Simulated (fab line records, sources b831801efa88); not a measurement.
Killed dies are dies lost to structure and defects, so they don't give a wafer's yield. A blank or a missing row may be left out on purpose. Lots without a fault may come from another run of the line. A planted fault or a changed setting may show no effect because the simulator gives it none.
Which tool did it? | flow sky130 | 10 lots, 30 wafers sampled, at 6 steps of a route of 708

WHAT THE GAUGES READ, wafer by wafer
SKY_VIA2_OVL_MEAS_13. Usual: VIA2_OVL 0 nm, standard deviation 6.4.
lot  | measured     | on         | VIA2_OVL (nm) | flag
L483 | day 37 18:28 | overlay-01 | 1 -2 -3       |
L485 | day 37 19:37 | overlay-02 | 0 -6 -11      |
L487 | day 38 22:35 | overlay-02 | -9 -3 1       |
L491 | day 39 18:14 | overlay-02 | -8 -10 3      |
L492 | day 39 19:37 | overlay-01 | -1 2 -7       |
L493 | day 40 08:49 | overlay-01 | -4 -6 -4      |
L499 | day 42 08:17 | overlay-02 | -1 -6 4       |
L500 | day 42 09:49 | overlay-02 | -2 11 6       |
L503 | day 43 23:24 | overlay-01 | -6 -8 -5      |
L502 | day 44 02:53 | overlay-01 | 7 9 3         |

SKY_CAPM_RS_MEAS_03: measures by four-point-probe. Usual: CAPM_TIN_RS 6.92 ohm/sq, standard deviation 0.055.
lot  | measured     | on            | CAPM_TIN_RS (ohm/sq) | flag
L483 | day 37 20:13 | film_metro-04 | 6.93 6.87 6.92       |
L485 | day 37 21:22 | film_metro-04 | 7.05 6.94 6.98       |
L487 | day 39 00:23 | film_metro-04 | 6.88 6.87 6.82       |
L491 | day 39 19:59 | film_metro-02 | 6.88 6.98 6.92       |
L492 | day 39 21:53 | film_metro-02 | 6.88 6.88 6.85       |
L493 | day 40 10:38 | film_metro-04 | 6.95 6.90 6.88       |
L499 | day 42 10:30 | film_metro-02 | 5.09 6.91 6.90       | OFF
L500 | day 42 12:03 | film_metro-03 | 6.91 5.07 5.10       | OFF
L503 | day 44 01:10 | film_metro-03 | 6.90 6.98 6.93       |
L502 | day 44 04:40 | film_metro-02 | 6.88 6.91 6.96       |

SKY_CAPM_THK_MEAS_04: measures by xrf. Usual: CAPM_TIN_THK 199.1 nm, standard deviation 2.1.
lot  | measured     | on            | CAPM_TIN_THK (nm) | flag
L483 | day 37 20:20 | film_metro-04 | 198.9 200.7 199.6 |
L485 | day 37 21:29 | film_metro-04 | 196.9 199.5 198.3 |
L487 | day 39 00:30 | film_metro-04 | 202.1 202.3 203.3 |
L491 | day 39 20:07 | film_metro-02 | 200.9 198.8 199.2 |
L492 | day 39 22:00 | film_metro-02 | 201.5 201.2 200.9 |
L493 | day 40 10:45 | film_metro-04 | 198.7 200.1 201.2 |
L499 | day 42 10:37 | film_metro-02 | 267.0 199.2 199.1 | OFF
L500 | day 42 12:09 | film_metro-03 | 197.0 266.3 266.7 | OFF
L503 | day 44 01:16 | film_metro-03 | 197.4 195.0 196.2 |
L502 | day 44 04:46 | film_metro-02 | 200.8 200.8 198.5 |

WHICH TOOL RAN EACH LOT (tool, then ch and the chambers of the sampled wafers, then the start)
lot  | SKY_METAL2_ETCH_18                | SKY_VIA2_CMP_02               | SKY_CAPM_SPUTTER_02
L483 | rie_metal-02 ch 0,1, day 36 15:19 | cmp-01 ch 0,2,3, day 36 16:16 | pvd_sputter-03, day 37 20:06
L485 | rie_metal-01 ch 0,1, day 36 16:32 | cmp-01 ch 0,1,3, day 36 17:38 | pvd_sputter-04, day 37 21:15
L487 | rie_metal-04 ch 0,1, day 37 19:23 | cmp-02 ch 2,3, day 37 20:21   | pvd_sputter-04, day 39 00:17
L491 | rie_metal-01 ch 0,1, day 38 15:14 | cmp-01 ch 0,1,2, day 38 16:10 | pvd_sputter-03, day 39 19:53
L492 | rie_metal-01 ch 0,1, day 38 17:05 | cmp-02 ch 0,1,3, day 38 18:07 | pvd_sputter-04, day 39 21:46
L493 | rie_metal-01 ch 0,1, day 39 07:13 | cmp-02 ch 0,1,3, day 39 08:15 | pvd_sputter-04, day 40 10:31
L499 | rie_metal-01 ch 0, day 41 06:41   | cmp-02 ch 0,3, day 41 07:41   | pvd_sputter-04, day 42 10:23
L500 | rie_metal-04 ch 0,1, day 41 09:08 | cmp-02 ch 0,1,3, day 41 10:02 | pvd_sputter-04, day 42 11:54
L503 | rie_metal-04 ch 0,1, day 42 23:23 | cmp-01 ch 0,1,2, day 43 00:20 | pvd_sputter-03, day 44 01:02
L502 | rie_metal-01 ch 0,1, day 43 02:31 | cmp-01 ch 1,2,3, day 43 03:35 | pvd_sputter-03, day 44 04:31
- SKY_METAL2_ETCH_18: etches BARC in N2/H2, stops on SiO2, time 45.9 s, target depth 60 nm.
- SKY_VIA2_CMP_02: polishes SiO2.
- SKY_CAPM_SPUTTER_02: material TiN, target thk 200 nm, time 166.7 s.

WHAT THE TOOLS THEMSELVES READ (means of the sampled wafers that have a number; where no wafer has one, the mark that the record gives instead)
SKY_METAL2_ETCH_18. Usual: drypump_motor_current_A 5.7 A, standard deviation 0.47; oes_product_au 0.854 a.u., standard deviation 0.0046; throttle_valve_pct 13.225 %, standard deviation 0.0093.
lot  | tool         | drypump_motor_current_A (A) | oes_product_au (a.u.) | throttle_valve_pct (%) | flag
L483 | rie_metal-02 | 6.2                         | 0.856                 | 13.220                 |
L485 | rie_metal-01 | 5.8                         | 0.856                 | 13.227                 |
L487 | rie_metal-04 | 5.9                         | 0.858                 | 13.232                 |
L491 | rie_metal-01 | 5.8                         | 0.857                 | 13.227                 |
L492 | rie_metal-01 | 5.8                         | 0.854                 | 13.219                 |
L493 | rie_metal-01 | 5.4                         | 0.858                 | 13.222                 |
L499 | rie_metal-01 | 6.2                         | 0.856                 | 13.226                 |
L500 | rie_metal-04 | 5.6                         | 0.848                 | 13.234                 |
L503 | rie_metal-04 | 5.6                         | 0.853                 | 13.224                 |
L502 | rie_metal-01 | 5.8                         | 0.854                 | 13.218                 |

SKY_VIA2_CMP_02. Usual: motor_current_A 12.4 A, standard deviation 1.1; slurry_filter_dp_kPa 13.48 kPa, standard deviation 0.14.
lot  | tool   | motor_current_A (A) | slurry_filter_dp_kPa (kPa) | flag
L483 | cmp-01 | 11.8                | 13.44                      |
L485 | cmp-01 | 12.1                | 13.49                      |
L487 | cmp-02 | 13.3                | 13.48                      |
L491 | cmp-01 | 12.9                | 13.43                      |
L492 | cmp-02 | 12.2                | 13.50                      |
L493 | cmp-02 | 12.1                | 13.50                      |
L499 | cmp-02 | 12.8                | 13.40                      |
L500 | cmp-02 | 12.2                | 13.56                      |
L503 | cmp-01 | 12.6                | 13.46                      |
L502 | cmp-01 | 12.6                | 13.53                      |

SKY_CAPM_SPUTTER_02. Usual: throttle_valve_pct 29.9 %, standard deviation 1.
lot  | tool           | throttle_valve_pct (%) | flag
L483 | pvd_sputter-03 | 29.5                   |
L485 | pvd_sputter-04 | 30.8                   |
L487 | pvd_sputter-04 | 30.3                   |
L491 | pvd_sputter-03 | 29.2                   |
L492 | pvd_sputter-04 | 30.7                   |
L493 | pvd_sputter-04 | 30.4                   |
L499 | pvd_sputter-04 | 30.4                   |
L500 | pvd_sputter-04 | 29.8                   |
L503 | pvd_sputter-03 | 28.9                   |
L502 | pvd_sputter-03 | 29.4                   |

THE ANSWER, worked out from the rows above alone
Rule: a lot is off if the mean of its wafers that have a number lies more than 3 standard deviations from the usual mean. A lot without any number at a reading at which 4 lots or more have one is off too. The other lots that the step has rows for count as sound. The gauges are gone through in route order, then the tools' own readings, and for those a lot's mean is taken as printed above. The first step at which some lot is off is used, and at that step the reading that is off furthest; a lot without a number counts as furthest.
Off: L499, L500, at SKY_CAPM_RS_MEAS_03 (CAPM_TIN_RS).
A tool fits if, at a process step before that reading, it ran every lot that is off, and no sound lot after the first of them. The gauges at SKY_CAPM_RS_MEAS_03 are tried like those tools. Can't be told from this: 2 tools fit, cmp-02 at SKY_VIA2_CMP_02, pvd_sputter-04 at SKY_CAPM_SPUTTER_02.

WHAT THE SIMULATOR HAD PUT IN
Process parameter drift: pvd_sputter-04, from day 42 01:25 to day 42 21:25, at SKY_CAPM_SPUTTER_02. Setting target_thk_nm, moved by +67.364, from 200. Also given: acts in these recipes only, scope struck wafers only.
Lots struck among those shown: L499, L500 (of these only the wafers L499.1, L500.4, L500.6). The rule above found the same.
